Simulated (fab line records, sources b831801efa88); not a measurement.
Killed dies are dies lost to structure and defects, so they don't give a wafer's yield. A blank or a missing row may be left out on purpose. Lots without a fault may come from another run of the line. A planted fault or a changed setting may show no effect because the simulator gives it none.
Which tool did it? | flow sky130 | 15 lots, 45 wafers sampled, at 4 steps of a route of 708

WHAT THE GAUGES READ, wafer by wafer
SKY_NWELL_RS_MEAS_31: measures by four-point-probe.
lot  | measured     | on            | PWDE_RS (ohm/sq)
L955 | day 6 03:52  | film_metro-02 | 5286 5312 5289
L956 | day 6 06:04  | film_metro-01 | 5313 5294 5292
L957 | day 6 10:23  | film_metro-01 | 5285 5290 5301
L958 | day 6 15:58  | film_metro-02 | 5246 5267 5267
L959 | day 6 21:35  | film_metro-03 | 5265 5272 5295
L960 | day 7 03:15  | film_metro-01 | 5326 5311 5311
L961 | day 7 09:56  | film_metro-01 | 5290 5288 5287
L962 | day 7 15:31  | film_metro-03 | 5278 5287 5285
L970 | day 9 17:29  | film_metro-03 | 5295 5302 5281
L969 | day 9 19:04  | film_metro-01 | 5303 5293 5311
L971 | day 10 00:46 | film_metro-03 | 5276 5282 5273
L972 | day 10 05:18 | film_metro-01 | 5289 5292 5314
L973 | day 10 13:04 | film_metro-02 | 5251 5252 5249
L975 | day 10 19:35 | film_metro-02 | 5299 5283 5303
L976 | day 11 04:14 | film_metro-03 | 5282 5276 5294

SKY_SONOS_TUNNEL_OVL_MEAS_08.
lot  | measured     | on         | SONOS_TUNNEL_OVL (nm)
L955 | day 12 09:08 | overlay-02 | 0.6 2.0 1.6
L956 | day 12 14:21 | overlay-02 | 0.6 0.8 2.1
L957 | day 12 17:36 | overlay-01 | 1.3 0.7 0.7
L958 | day 13 02:47 | overlay-02 | 0.3 -0.9 -0.6
L959 | day 13 08:27 | overlay-01 | -2.6 -0.4 -1.7
L960 | day 13 18:18 | overlay-02 | 0.7 0.9 0.2
L961 | day 14 04:17 | overlay-01 | -1.2 -2.3 -0.9
L962 | day 14 10:19 | overlay-02 | 0.3 -0.5 0.1
L970 | day 17 03:53 | overlay-01 | -0.2 -0.8 1.0
L969 | day 17 04:00 | overlay-02 | -0.9 0.2 0.3
L971 | day 17 11:47 | overlay-02 | -0.9 -0.3 1.1
L972 | day 17 17:14 | overlay-02 | 1.0 0.7 -0.2
L973 | day 18 04:08 | overlay-02 | 1.9 0.8 1.6
L975 | day 18 10:48 | overlay-01 | 0.7 1.5 0.1
L976 | day 18 23:11 | overlay-02 | 0.7 2.8 1.0

SKY_POLY_GATE_CD_MEAS_13: target cd 150 nm.
lot  | measured     | on        | cd_nm (nm)
L955 | day 17 12:07 | cd_sem-02 | 148.2 147.9 146.7
L956 | day 17 17:19 | cd_sem-02 | 150.8 148.5 150.3
L957 | day 18 00:55 | cd_sem-02 | 149.9 149.0 148.9
L958 | day 18 09:10 | cd_sem-02 | 148.0 149.5 150.1
L959 | day 18 16:25 | cd_sem-02 | 148.9 147.5 148.1
L960 | day 18 23:25 | cd_sem-02 | 152.3 150.2 150.8
L961 | day 19 16:11 | cd_sem-02 | 151.6 151.9 150.5
L962 | day 20 03:16 | cd_sem-02 | 145.5 147.9 146.8
L970 | day 22 17:16 | cd_sem-02 | 150.4 149.7 149.8
L969 | day 22 19:58 | cd_sem-02 | 150.8 150.6 151.9
L971 | day 23 02:08 | cd_sem-02 | 150.3 148.5 148.0
L972 | day 23 11:23 | cd_sem-02 | 147.2 147.8 147.1
L973 | day 23 18:58 | cd_sem-01 | 152.2 151.4 152.8
L975 | day 24 01:01 | cd_sem-01 | 150.9 149.9 150.3
L976 | day 24 17:47 | cd_sem-01 | 150.5 149.6 149.6

WHICH TOOL RAN EACH LOT (tool, then ch and the chambers of the sampled wafers, then the start)
lot  | SKY_VT_ADJUST_LVTN_DEVELOP_06
L955 | litho_track-03 ch 0, day 7 18:00
L956 | litho_track-02 ch 0, day 7 21:00
L957 | litho_track-03 ch 0, day 8 00:00
L958 | litho_track-04 ch 0, day 8 08:00
L959 | litho_track-02 ch 0, day 8 13:00
L960 | litho_track-02 ch 0, day 8 20:00
L961 | litho_track-04 ch 0, day 9 03:00
L962 | litho_track-04 ch 0, day 9 09:00
L970 | litho_track-04, day 11 15:00
L969 | litho_track-02, day 11 16:00
L971 | litho_track-03, day 11 22:00
L972 | litho_track-02 ch 0, day 12 03:00
L973 | litho_track-04 ch 0, day 12 12:00
L975 | litho_track-03 ch 0, day 12 18:00
L976 | litho_track-02 ch 0, day 13 03:00
- SKY_VT_ADJUST_LVTN_DEVELOP_06: develop time 60 s.

WHAT THE TOOLS THEMSELVES READ (means of the sampled wafers that have a number; where no wafer has one, the mark that the record gives instead)
SKY_VT_ADJUST_LVTN_DEVELOP_06.
lot  | tool           | chill_plate_temp_C (C)
L955 | litho_track-03 | 23.05
L956 | litho_track-02 | 23.00
L957 | litho_track-03 | 23.00
L958 | litho_track-04 | 23.05
L959 | litho_track-02 | 23.07
L960 | litho_track-02 | 22.92
L961 | litho_track-04 | 22.93
L962 | litho_track-04 | 23.08
L970 | litho_track-04 | -
L969 | litho_track-02 | -
L971 | litho_track-03 | -
L972 | litho_track-02 | 22.94
L973 | litho_track-04 | 22.85
L975 | litho_track-03 | 22.95
L976 | litho_track-02 | 23.04

THE ANSWER, worked out from the rows above alone
Rule: what is usual is taken from the lots themselves. Put in order of their means at a reading, lots are off if they are a third of the lots or fewer, leave a main group of 4 or more, and stand apart from it by a gap of 3 or more times the standard deviation of the main group's means; of several such gaps the widest counts. A main group whose means are all the same, to the digits that the tables above print for the reading, isn't used. A lot without any number at a reading at which 4 lots or more have one is off too. The other lots that the step has rows for count as sound. The gauges are gone through in route order, then the tools' own readings, and for those a lot's mean is taken as printed above. The first step at which some lot is off is used, and at that step the reading that is off furthest; a lot without a number counts as furthest.
Off: L970, L969, L971, at SKY_VT_ADJUST_LVTN_DEVELOP_06 (chill_plate_temp_C). Without a number there: L970, L969, L971. The main group: mean 22.99 C, standard deviation 0.069.
A tool fits if, at that step or a process step before it, it ran every lot that is off, and no sound lot after the first of them. None of those tried fits.

WHAT THE SIMULATOR HAD PUT IN
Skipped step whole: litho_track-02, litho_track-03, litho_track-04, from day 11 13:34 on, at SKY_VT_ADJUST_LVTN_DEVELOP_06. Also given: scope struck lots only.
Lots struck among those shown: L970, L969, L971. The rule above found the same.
